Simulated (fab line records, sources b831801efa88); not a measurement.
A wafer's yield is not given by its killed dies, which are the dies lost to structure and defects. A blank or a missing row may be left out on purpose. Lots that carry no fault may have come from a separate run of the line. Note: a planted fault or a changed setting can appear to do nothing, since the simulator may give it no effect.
Which tool did it?	flow sky130	10 lots, 30 wafers sampled, at 6 steps of a route of 708

## WHAT THE GAUGES SHOWED, per wafer
SKY_CAPM_THK_MEAS_01.
lot	measured	on	CAPM_CVD_00_THK (nm)
L309	day 36 16:23	film metro-01	14.95 15.14 15.32
L312	day 38 11:07	film metro-01	15.40 15.52 15.52
L316	day 39 20:48	film metro-02	15.99 16.05 16.03
L318	day 39 23:35	film metro-02	15.36 15.77 15.59
L322	day 41 07:56	film metro-01	15.17 15.41 15.28
L324	day 41 15:08	film metro-01	15.37 15.49 15.47
L325	day 41 18:16	film metro-02	15.31 15.67 15.58
L326	day 41 20:37	film metro-02	15.26 15.54 15.46
L328	day 42 14:04	film metro-04	15.38 15.67 15.81
L331	day 43 03:43	film metro-02	15.36 15.52 15.53

SKY_CAPM_RS_MEAS_03: measures by four-point-probe.
lot	measured	on	CAPM_TIN_RS (ohm/sq)
L309	day 36 16:34	film metro-04	6.95 6.91 6.91
L312	day 38 11:17	film metro-02	6.92 6.98 6.95
L316	day 39 21:00	film metro-01	6.83 6.85 6.88
L318	day 39 23:46	film metro-04	6.87 6.77 6.85
L322	day 41 08:06	film metro-02	6.93 6.93 6.90
L324	day 41 15:21	film metro-04	4.37 4.38 4.37
L325	day 41 18:26	film metro-04	6.71 6.77 6.77
L326	day 41 20:46	film metro-04	4.38 4.40 4.35
L328	day 42 14:14	film metro-01	6.96 6.92 6.90
L331	day 43 03:53	film metro-01	6.85 6.85 6.89

SKY_CAPM_THK_MEAS_04: measures by xrf.
lot	measured	on	CAPM_TIN_THK (nm)
L309	day 36 16:41	film metro-04	199.3 201.5 202.1
L312	day 38 11:24	film metro-02	202.3 200.7 201.7
L316	day 39 21:05	film metro-01	204.6 204.9 203.7
L318	day 39 23:53	film metro-04	202.6 205.4 202.8
L322	day 41 08:13	film metro-02	200.9 201.5 201.7
L324	day 41 15:28	film metro-04	314.2 314.3 312.7
L325	day 41 18:34	film metro-04	205.9 204.8 204.6
L326	day 41 20:53	film metro-04	313.7 312.2 316.6
L328	day 42 14:22	film metro-01	201.7 201.8 202.3
L331	day 43 03:59	film metro-01	202.2 203.0 202.5

## TOOL THAT RAN EACH LOT (tool first, then ch and the chambers of the sampled wafers, then the start)
lot	SKY_METAL3_SPUTTER_04	SKY_CAPM_CVD_00	SKY_CAPM_SPUTTER_02
L309	pvd sputter-02, day 36 16:19	pecvd-01 ch 0,2, day 36 16:22	pvd sputter-01, day 36 16:26
L312	pvd sputter-03, day 38 11:02	pecvd-01 ch 0,1,2, day 38 11:05	pvd sputter-02, day 38 11:10
L316	pvd sputter-03, day 39 20:42	pecvd-02 ch 0,1,2, day 39 20:46	pvd sputter-04, day 39 20:50
L318	pvd sputter-01, day 39 23:31	pecvd-01 ch 0,2, day 39 23:34	pvd sputter-04, day 39 23:39
L322	pvd sputter-03, day 41 07:52	pecvd-01 ch 0,1,2, day 41 07:55	pvd sputter-04, day 41 07:59
L324	pvd sputter-02, day 41 15:04	pecvd-04 ch 0,1, day 41 15:07	pvd sputter-04, day 41 15:11
L325	pvd sputter-03, day 41 18:12	pecvd-02 ch 0,2, day 41 18:15	pvd sputter-02, day 41 18:20
L326	pvd sputter-03, day 41 20:32	pecvd-01 ch 0,1,2, day 41 20:35	pvd sputter-04, day 41 20:40
L328	pvd sputter-01, day 42 14:00	pecvd-04 ch 0,1, day 42 14:03	pvd sputter-02, day 42 14:08
L331	pvd sputter-01, day 43 03:37	pecvd-02 ch 0,1,2, day 43 03:40	pvd sputter-02, day 43 03:46
- SKY_METAL3_SPUTTER_04: material TiN, target thk 70 nm, time 58.3 s.
- SKY_CAPM_CVD_00: deposits SiO2, target thk 15.5 nm.
- SKY_CAPM_SPUTTER_02: material TiN, target thk 200 nm, time 166.7 s.

## WHAT THE TOOLS THEMSELVES READ (means of the sampled wafers that have a number; where no wafer has one, the mark that the record gives instead)
SKY_METAL3_SPUTTER_04.
lot	tool	throttle valve pct (%)
L309	pvd sputter-02	29.9
L312	pvd sputter-03	30.8
L316	pvd sputter-03	30.8
L318	pvd sputter-01	30.3
L322	pvd sputter-03	30.7
L324	pvd sputter-02	29.6
L325	pvd sputter-03	30.4
L326	pvd sputter-03	30.5
L328	pvd sputter-01	30.4
L331	pvd sputter-01	30.4

SKY_CAPM_CVD_00.
lot	tool	heater power w (W)	rf fwd power W (W)
L309	pecvd-01	744	439.5
L312	pecvd-01	712	441.7
L316	pecvd-02	702	440.8
L318	pecvd-01	639	441.5
L322	pecvd-01	782	443.4
L324	pecvd-04	750	440.0
L325	pecvd-02	636	438.5
L326	pecvd-01	789	442.7
L328	pecvd-04	760	440.6
L331	pecvd-02	726	440.6

SKY_CAPM_SPUTTER_02.
lot	tool	throttle valve pct (%)
L309	pvd sputter-01	30.2
L312	pvd sputter-02	29.5
L316	pvd sputter-04	29.9
L318	pvd sputter-04	30.0
L322	pvd sputter-04	30.5
L324	pvd sputter-04	30.6
L325	pvd sputter-02	29.1
L326	pvd sputter-04	30.3
L328	pvd sputter-02	30.0
L331	pvd sputter-02	30.0

## THE ANSWER, worked out from the rows above alone
Rule: the lots themselves supply what counts as usual. Put in order of their means at a reading, lots are off if they are a third of the lots or fewer, leave a main group of 4 or more, and stand apart from it by a gap of 3 or more times the standard deviation of the main group's means; of several such gaps the widest counts. The tables above print the reading to a certain number of digits; a main group whose means all agree to those digits is not used. A lot without any number at a reading at which 4 lots or more have one is off too. The other lots that the step has rows for count as sound. First the gauges in route order, then the tools' own readings, where a lot's mean is used as printed above. The first step at which some lot is off is used, and at that step the reading that is off furthest; a lot without a number counts as furthest.
Off: L324, L326, at SKY_CAPM_RS_MEAS_03 (CAPM_TIN_RS). Mean 6.88 ohm/sq and standard deviation 0.062 in the main group.
If a tool, at a process step before that reading, ran all the lots that are off and no sound lot after the first of them, it fits. The gauges at SKY_CAPM_RS_MEAS_03 are tried like those tools. One fits: SKY_CAPM_SPUTTER_02 on pvd sputter-04. A fault onset in the window from L322 (day 41 07:59, its last sound lot) to L324 (day 41 15:11, its first lot off) fits.

## WHAT HAD BEEN PUT IN BY THE SIMULATOR
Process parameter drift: pvd sputter-04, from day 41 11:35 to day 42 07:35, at SKY_CAPM_SPUTTER_02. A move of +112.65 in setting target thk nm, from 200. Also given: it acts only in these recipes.
Shown lots that were struck: L324, L326. This agrees with what the rule above found.
